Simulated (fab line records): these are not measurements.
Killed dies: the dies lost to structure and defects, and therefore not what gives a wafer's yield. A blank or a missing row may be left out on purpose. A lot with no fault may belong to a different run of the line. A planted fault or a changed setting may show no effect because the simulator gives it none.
fab line records	flow sky130
[record] lots = 12	wafers = 36	last-day = 50
route steps=708 shown POLY_CUT@315 LI_CONTACT@383 METAL1@437 PAD_OPEN@708
lots untouched by any fault: they come from a run of this same line in which no faults occurred
start-h: start of the lot's first displayed wafer, in hours after the record's first day	wait-h: how many hours have passed since the lot's step before this one	" repeats the value in the row above	L1.1+2: a row that stands for several wafers	- no value present, or no start provided	* or withheld: withheld	< > ~ a bound
route shown NAME@n: names a module that has steps shown in the file, with the first one's number in the route	usual: mean/standard deviation of fault-free wafers	same: alike in all rows	chamber/n: place in a boat	sites: the reading at each site	_std_site: their standard deviation	_edge_site: the outer-site mean with the inner-site mean subtracted	radius-mm: for every site, how far away it sits from the centre of the wafer	mask NAME#n: copy n	behind: the tool/chamber that last shaped the wafer	hold: reason for holding the lot/hours on hold/outcome of the hold	device: the transistor (n, p or np) that didn't switch	end of line: the tests these same wafers got at the end of their route	a step without rows: its recipe alone	killed: dies lost to structure and defects at the first sort, not the wafer's yield	map: a wafer's dies, marking killed ones x, the rest . and places with no die _
set.NAME: the run value of the setting; set.NAME@STEP: its run value at that earlier step	model.NAME: the simulator's own value behind a step, which no gauge read
the route's steps for a sample of lots (tables are steps, rows are wafers)
services: a tool's chamber out of use, with start hour (start-h, from the record's first day; less than 0 if before it), hours out, and reason
[[steps]]
[step SKY_POLY_CUT_CD_MEAS_08]
[recipe] target-cd-nm = 270
[usual] cd-nm = 269.7/1.3
lot.wafer	tool	chamber	start-h	wait-h	cd-nm
L569.3	cd-sem-02	-	546.55	-	270.5
L569.4	"	-	"	"	269.5
L569.5	"	-	"	"	271.0
L570.1	cd-sem-02	-	548.86	-	270.7
L570.4	"	-	"	"	271.0
L570.6	"	-	"	"	271.0
L572.1	cd-sem-01	-	572.97	-	267.3
L572.5	"	-	"	"	268.9
L572.6	"	-	"	"	268.0
L573.1	cd-sem-01	-	580.51	-	268.8
L573.3	"	-	"	"	269.6
L573.6	"	-	"	"	267.6
L574.1	cd-sem-01	-	589.27	-	267.5
L574.4	"	-	"	"	267.8
L574.6	"	-	"	"	268.3
L575.1	cd-sem-01	-	595.25	-	269.1
L575.3	"	-	"	"	269.0
L575.5	"	-	"	"	269.8
L577.2	cd-sem-02	-	611.06	-	270.0
L577.4	"	-	"	"	270.4
L577.6	"	-	"	"	270.5
L579.2	cd-sem-01	-	632.37	-	269.3
L579.3	"	-	"	"	269.8
L579.5	"	-	"	"	269.8
L580.1	cd-sem-02	-	637.17	-	270.3
L580.3	"	-	"	"	270.3
L580.6	"	-	"	"	268.7
L583.1	cd-sem-02	-	657.21	-	271.1
L583.2	"	-	"	"	272.4
L583.5	"	-	"	"	271.1
L590.1	cd-sem-01	-	726.37	-	269.2
L590.3	"	-	"	"	269.9
L590.5	"	-	"	"	267.9
L592.2	cd-sem-02	-	731.34	-	268.8
L592.3	"	-	"	"	270.0
L592.5	"	-	"	"	269.4
[step SKY_POLY_CUT_ETCH_11]
[recipe] target = Si3N4	chemistry = CF4/CH2F2/Ar	stop-on = poly-Si	source-w = 600	bias-w = 150	pressure-mtorr = 40	cf4-flow-sccm = 40	ch2f2-flow-sccm = 20	Ar_flow_sccm = 150	time-s = 42.5	target-depth-a = 600
[usual] ch2f2-flow-sccm = 20.01/0.063	drypump-motor-current-A = 5.8/0.32	mfc-ar-sccm = 150.0/0.53	oes-product-au = 0.828/0.0066	throttle-valve-pct = 14.994/0.0093
lot.wafer	tool	chamber	start-h	wait-h	ch2f2-flow-sccm	drypump-motor-current-A	mfc-ar-sccm	oes-product-au	rf-hours-counter-h	throttle-valve-pct
L569.3	rie-diel-04	0	546.71	0.0	20.03	5.9	149.2	0.830	3	14.988
L569.4	"	2	"	"	19.95	6.4	150.4	0.833	49	14.979
L569.5	"	3	"	"	19.88	5.4	149.9	0.834	-	15.021
L570.1	rie-diel-03	0	549.06	0.0	20.05	5.9	149.8	0.832	15	15.002
L570.4	"	3	"	"	20.02	6.3	150.2	0.833	7	15.006
L570.6	"	1	"	"	19.94	5.3	149.5	0.831	-	15.003
L572.1	rie-diel-01	2	573.17	0.0	20.04	6.0	149.9	0.823	7	14.976
L572.5	"	0	"	"	20.01	6.0	149.8	0.828	-	14.997
L572.6	"	3	"	"	20.06	5.7	149.4	0.820	-	15.003
L573.1	rie-diel-04	1	580.71	0.0	20.01	5.8	149.9	0.828	47	14.995
L573.3	"	0	"	"	19.97	5.9	149.8	0.822	3	14.995
L573.6	"	0	"	"	19.99	5.9	149.2	0.822	-	15.006
L574.1	rie-diel-01	1	589.47	0.0	19.91	6.0	150.2	0.839	52	14.988
L574.4	"	3	"	"	20.07	5.6	150.2	0.841	15	15.004
L574.6	"	2	"	"	19.91	6.0	149.9	0.835	-	14.983
L575.1	rie-diel-03	0	595.45	0.0	19.99	5.8	149.9	0.837	16	14.997
L575.3	"	3	"	"	19.96	6.3	149.4	0.833	8	15.004
L575.5	"	0	"	"	20.02	5.9	150.1	0.823	-	14.994
L577.2	rie-diel-04	1	611.24	0.0	20.03	5.8	150.1	0.830	47	15.000
L577.4	"	2	"	"	19.90	6.5	150.5	0.830	50	15.000
L577.6	"	2	"	"	19.94	6.4	149.9	0.834	-	14.984
L579.2	rie-diel-04	1	632.55	0.0	20.05	5.8	149.7	0.822	48	14.995
L579.3	"	0	"	"	19.86	5.9	149.8	0.831	4	15.008
L579.5	"	3	"	"	19.96	5.4	149.9	0.828	-	14.998
L580.1	rie-diel-01	3	637.37	0.0	19.99	5.6	150.8	0.827	16	14.996
L580.3	"	0	"	"	20.01	5.9	150.0	0.823	52	15.011
L580.6	"	2	"	"	19.95	5.9	151.1	0.826	-	15.003
L583.1	rie-diel-03	2	657.41	0.0	19.94	5.5	149.7	0.835	1	14.985
L583.2	"	1	"	"	19.95	5.3	150.2	0.824	14	15.016
L583.5	"	2	"	"	19.81	5.5	149.6	0.825	-	14.987
L590.1	rie-diel-04	0	726.57	0.0	20.10	5.9	149.3	0.824	6	15.009
L590.3	"	2	"	"	20.03	6.4	148.6	0.828	0	14.993
L590.5	"	0	"	"	20.07	5.9	149.5	0.821	-	14.988
L592.2	rie-diel-01	2	731.52	0.0	19.99	6.0	150.0	0.821	12	14.996
L592.3	"	3	"	"	20.05	5.6	150.3	0.830	19	14.995
L592.5	"	1	"	"	20.09	6.0	150.3	0.820	-	14.980
[step SKY_LI_CONTACT_CVD_21]
[recipe] material = W	target-thk-nm = 400	time-s = 120.56	temp-c = 400	pressure-torr = 40
[usual] heater-power-w = 962/100
lot.wafer	tool	chamber	start-h	wait-h	heater-power-w
L569.3	cvd-w-01	0	667.67	0.1	1049
L569.4	"	1	"	"	873
L569.5	"	1	"	"	898
L570.1	cvd-w-01	1	668.56	0.0	860
L570.4	"	1	"	"	885
L570.6	"	1	"	"	861
L572.1	cvd-w-01	0	690.78	0.0	1096
L572.5	"	0	"	"	1056
L572.6	"	1	"	"	885
L573.1	cvd-w-02	0	697.31	0.0	1055
L573.3	"	1	"	"	830
L573.6	"	0	"	"	1053
L574.1	cvd-w-01	1	707.48	0.0	893
L574.4	"	1	"	"	869
L574.6	"	1	"	"	878
L575.1	cvd-w-02	1	712.03	0.0	842
L575.3	"	0	"	"	1014
L575.5	"	1	"	"	848
L577.2	cvd-w-02	0	725.66	0.0	1042
L577.4	"	1	"	"	835
L577.6	"	0	"	"	1070
L579.2	cvd-w-02	0	744.30	0.0	1072
L579.3	"	1	"	"	843
L579.5	"	0	"	"	1038
L580.1	cvd-w-02	0	750.23	0.0	1075
L580.3	"	1	"	"	845
L580.6	"	0	"	"	1032
L583.1	cvd-w-01	1	765.98	0.0	867
L583.2	"	0	"	"	1065
L583.5	"	1	"	"	862
L590.1	cvd-w-02	0	833.47	0.0	1059
L590.3	"	1	"	"	859
L590.5	"	0	"	"	1041
L592.2	cvd-w-02	1	838.18	0.0	863
L592.3	"	0	"	"	1051
L592.5	"	1	"	"	850
[step SKY_LI_CONTACT_RS_MEAS_22]
[recipe] thk-meas-gauge = four-point-probe	reads = W_of_LI_CONTACT_CVD_21+TiN_of_LI_CONTACT_SPUTTER_20+Ti_of_LI_CONTACT_SPUTTER_19
[usual] LI_CONTACT_W_RS = 0.287/0.0032
lot.wafer	tool	chamber	start-h	wait-h	LI_CONTACT_W_RS[ohm/sq]
L569.3	film-metro-04	-	667.80	0.1	0.285
L569.4	"	-	"	"	0.288
L569.5	"	-	"	"	0.287
L570.1	film-metro-04	-	668.69	0.1	0.289
L570.4	"	-	"	"	0.288
L570.6	"	-	"	"	0.289
L572.1	film-metro-03	-	690.91	0.1	0.288
L572.5	"	-	"	"	0.284
L572.6	"	-	"	"	0.290
L573.1	film-metro-04	-	697.44	0.1	0.290
L573.3	"	-	"	"	0.286
L573.6	"	-	"	"	0.290
L574.1	film-metro-04	-	707.61	0.1	0.296
L574.4	"	-	"	"	0.293
L574.6	"	-	"	"	0.293
L575.1	film-metro-03	-	712.16	0.1	0.280
L575.3	"	-	"	"	0.285
L575.5	"	-	"	"	0.280
L577.2	film-metro-03	-	725.80	0.1	0.294
L577.4	"	-	"	"	0.287
L577.6	"	-	"	"	0.293
L579.2	film-metro-04	-	744.44	0.1	0.286
L579.3	"	-	"	"	0.286
L579.5	"	-	"	"	0.286
L580.1	film-metro-03	-	750.36	0.1	0.288
L580.3	"	-	"	"	0.289
L580.6	"	-	"	"	0.289
L583.1	film-metro-04	-	766.11	0.1	0.286
L583.2	"	-	"	"	0.271
L583.5	"	-	"	"	0.289
L590.1	film-metro-03	-	833.60	0.1	0.282
L590.3	"	-	"	"	0.283
L590.5	"	-	"	"	0.286
L592.2	film-metro-02	-	838.33	0.1	0.289
L592.3	"	-	"	"	0.288
L592.5	"	-	"	"	0.285
[step SKY_METAL1_SPUTTER_03]
[recipe] material = Ti	target-thk-nm = 5	power-w = 3000	time-s = 3.3	chamber-pressure-pa = 0.4
[usual] chamber-pressure-pa = 0.3998/0.00084	throttle-valve-pct = 29.7/1.1
lot.wafer	tool	chamber	start-h	wait-h	chamber-pressure-pa	throttle-valve-pct
L569.3	pvd-sputter-03	-	725.93	0.0	0.3992	29.9
L569.4	"	-	"	"	0.3995	28.9
L569.5	"	-	"	"	0.4006	29.0
L570.1	pvd-sputter-01	-	726.51	0.0	0.4011	29.2
L570.4	"	-	"	"	0.3996	28.6
L570.6	"	-	"	"	0.4001	29.2
L572.1	pvd-sputter-04	-	747.82	0.0	0.4011	31.0
L572.5	"	-	"	"	0.4007	30.4
L572.6	"	-	"	"	0.4001	28.7
L573.1	pvd-sputter-03	-	753.36	0.0	0.3987	28.8
L573.3	"	-	"	"	0.3998	28.9
L573.6	"	-	"	"	0.3993	31.4
L574.1	pvd-sputter-03	-	763.77	0.0	0.3999	28.7
L574.4	"	-	"	"	0.4001	31.8
L574.6	"	-	"	"	0.3983	29.7
L575.1	pvd-sputter-03	-	768.05	0.0	0.3997	29.0
L575.3	"	-	"	"	0.3989	29.1
L575.5	"	-	"	"	0.4001	28.7
L577.2	pvd-sputter-04	-	781.78	0.0	0.3994	28.4
L577.4	"	-	"	"	0.3992	30.7
L577.6	"	-	"	"	0.3994	29.2
L579.2	pvd-sputter-03	-	801.39	0.0	0.3988	29.9
L579.3	"	-	"	"	0.3993	31.5
L579.5	"	-	"	"	0.3990	28.6
L580.1	pvd-sputter-04	-	805.65	0.0	0.3998	31.1
L580.3	"	-	"	"	0.4004	29.0
L580.6	"	-	"	"	0.3986	30.4
L583.1	pvd-sputter-04	-	823.17	0.0	0.4002	29.0
L583.2	"	-	"	"	0.3995	30.8
L583.5	"	-	"	"	0.3994	30.3
L590.1	pvd-sputter-01	-	890.35	0.0	0.4004	29.1
L590.3	"	-	"	"	0.4010	28.6
L590.5	"	-	"	"	0.4008	28.8
L592.2	pvd-sputter-03	-	896.01	0.0	0.3987	31.3
L592.3	"	-	"	"	0.4015	29.3
L592.5	"	-	"	"	0.4001	29.9
[step SKY_PAD_OPEN_PROBE_99]
[usual] killed_at_M0_to_M3 = 42/7.4	killed_at_M4_up = 3.4/1.8	killed-at-contacts = 25/5.4	killed-at-front-end = 15/4.4	killed-at-other = 0.2/0.52	killed-dies = 86/9.3	killed-open = 47/7.6	killed-short = 39/6.5
[same] gross-dies = 492	killed-at-back-side = 0
lot.wafer	tool	chamber	start-h	wait-h	killed_at_M0_to_M3	killed_at_M4_up	killed-at-contacts	killed-at-front-end	killed-at-other	killed-dies	killed-open	killed-short
L580.1	prober-01	-	1132.85	0.1	38	2	24	11	1	76	45	31
L580.3	prober-01	-	1132.95	0.2	28	1	29	5	0	63	41	22
L580.6	prober-01	-	1133.10	0.2	41	4	12	11	2	70	33	37
// killed by level:class
L580.1 CONTACT:geometric-particle:open=14 VIA3:geometric-particle:open=8 METAL1:geometric-particle:short=6 VIA2:geometric-particle:open=6 FIELD_ISO:geometric-particle:short=5 VIA1:geometric-particle:open=5 METAL2:geometric-particle:short=5 LI_CONTACT:geometric-particle:open=4
L580.3 CONTACT:geometric-particle:open=13 LI_CONTACT:geometric-particle:open=8 VIA1:geometric-particle:open=4 VIA2:geometric-particle:short=4 VIA2:geometric-particle:open=4 METAL1:geometric-particle:open=3 LOCAL_INTERCONNECT:geometric-particle:short=3 CONTACT:geometric-particle:short=3
L580.6 VIA1:geometric-particle:open=8 METAL2:geometric-particle:short=6 VIA3:geometric-particle:short=6 CONTACT:geometric-particle:open=5 METAL1:geometric-particle:short=4 VIA3:geometric-particle:open=4 VIA2:geometric-particle:short=4 POLY_GATE:geometric-particle:open=3
[[services]]
tool	chamber	start-h	hours	kind
rie-diel-01	0	534.33	4.8	repair
cvd-w-01	1	540.03	7.8	repair
rie-diel-04	1	556.66	3.2	repair
rie-diel-04	-	572.86	0.8	repair
pvd-sputter-03	-	580.33	2.3	repair
rie-diel-01	3	603.71	2.6	repair
rie-diel-01	-	625.01	2.8	pm
cvd-w-02	-	640.36	2.8	pm
pvd-sputter-04	-	654.69	3.1	repair
cvd-w-01	0	665.88	1.6	repair
pvd-sputter-04	-	697.47	5.7	repair
pvd-sputter-04	-	707.38	6.9	repair
rie-diel-01	2	715.38	4.8	repair
pvd-sputter-03	-	716.76	8.5	repair
rie-diel-04	-	765.29	14.6	pm
cvd-w-02	-	777.25	6.0	pm
cvd-w-01	-	787.56	28.1	pm
rie-diel-04	1	793.67	7.6	repair
cvd-w-02	-	863.30	6.9	pm
cvd-w-01	0	866.13	1.4	repair
cvd-w-01	0	870.71	8.8	repair
cvd-w-02	-	871.19	2.2	repair
cvd-w-02	-	874.64	0.3	repair
pvd-sputter-03	-	875.89	0.6	repair
[[key]]
[first-sign] step = SKY_LI_CONTACT_RS_MEAS_22	reading = LI_CONTACT_W_RS	direction = down	sigmas = 4.9	usual = 0.287	struck = 0.271
effect none on later readings
met-at SKY_LI_CONTACT_CVD_21
struck-lots L583
struck-wafers L583.2
tester-left-out L583
not-acting-at SKY_POLY_CUT_CD_MEAS_08,SKY_POLY_CUT_ETCH_11,SKY_METAL1_SPUTTER_03
onset-between 707.48 765.98
[fault] kind = process-parameter-drift	tool = cvd-w-01	chamber = -	onset-h = 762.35	steps = SKY_LI_CONTACT_CVD_21	channel = target-thk-nm	offset = 20.274	shape = step	end-h = 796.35	scope = struck-wafers-only	acts-in = these-recipes-only	stated = 400
// tester-left-out: of these lots the tester's yield and bins aren't shown, on N5 and GAA mostly nor the transistor test; their killed dies are dies lost to structure and defects alone, not to doping, threshold or leakage, so they don't give the yield
